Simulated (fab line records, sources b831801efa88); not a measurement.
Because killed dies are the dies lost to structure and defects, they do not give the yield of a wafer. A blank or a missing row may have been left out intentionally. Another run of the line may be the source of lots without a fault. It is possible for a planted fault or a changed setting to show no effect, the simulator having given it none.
Matching of chambers / flow sky130 / SKY_VIA2_ETCH_15 on rie-diel-04: 4 sister chambers
The step etches SiO2 in C4F8/O2/Ar, stops on TiN, target depth 546 nm, time 84 s. 8 wafers are shown with their chamber, then 8 later ones without.

## WAFERS PAIRED WITH THEIR CHAMBERS
wafer=L084.5; chamber=1; oes-product-au (a.u.)=0.947; bias-w (W)=1200
wafer=L087.2; chamber=0; oes-product-au (a.u.)=0.942; bias-w (W)=1198
wafer=L087.4; chamber=2; oes-product-au (a.u.)=0.947; bias-w (W)=1197
wafer=L087.5; chamber=2; oes-product-au (a.u.)=0.933; bias-w (W)=1199
wafer=L089.2; chamber=3; oes-product-au (a.u.)=0.934; bias-w (W)=1201
wafer=L089.3; chamber=0; oes-product-au (a.u.)=0.940; bias-w (W)=1197
wafer=L089.4; chamber=1; oes-product-au (a.u.)=0.943; bias-w (W)=1197
wafer=L092.1; chamber=3; oes-product-au (a.u.)=0.936; bias-w (W)=1204

## WAFERS MISSING THEIR CHAMBER
wafer=L092.2; oes-product-au (a.u.)=0.938; bias-w (W)=1205
wafer=L092.4; oes-product-au (a.u.)=0.939; bias-w (W)=1204
wafer=L093.2; oes-product-au (a.u.)=0.933; bias-w (W)=1199
wafer=L093.3; oes-product-au (a.u.)=0.944; bias-w (W)=1198
wafer=L093.5; oes-product-au (a.u.)=0.938; bias-w (W)=1198
wafer=L097.3; oes-product-au (a.u.)=0.934; bias-w (W)=1204
wafer=L097.4; oes-product-au (a.u.)=0.941; bias-w (W)=1198
wafer=L097.5; oes-product-au (a.u.)=0.944; bias-w (W)=1198

## CHAMBER TAKEN BY EACH
wafer=L092.2; from the rows above=3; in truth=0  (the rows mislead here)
wafer=L092.4; from the rows above=3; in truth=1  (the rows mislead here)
wafer=L093.2; from the rows above=can't be placed: 2 or 0 or 3 or 1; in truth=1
wafer=L093.3; from the rows above=can't be placed: 1 or 0 or 2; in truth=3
wafer=L093.5; from the rows above=can't be placed: 2 or 0 or 1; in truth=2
wafer=L097.3; from the rows above=3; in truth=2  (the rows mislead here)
wafer=L097.4; from the rows above=can't be placed: 2 or 0 or 1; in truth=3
wafer=L097.5; from the rows above=can't be placed: 1 or 0 or 2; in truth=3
0 of 8 placed correctly. These rows do not allow placing 5 (true chamber among the candidates in 2). Placed wrongly: 3.
How it was worked out, from the rows above alone: a wafer's distance from a chamber is the root of the sum, over the readings, of the square of ((its reading less the chamber's mean) divided by the reading's scatter). If the next closest chamber is less than 2 further off than the closest, the wafer can't be placed; otherwise it belongs to the closest. Each chamber's mean is taken over the wafers shown for it. The scatter is the square root of a quotient: the sum, over the shown wafers, of each reading's squared deviation from its chamber's mean, divided by wafers minus chambers.
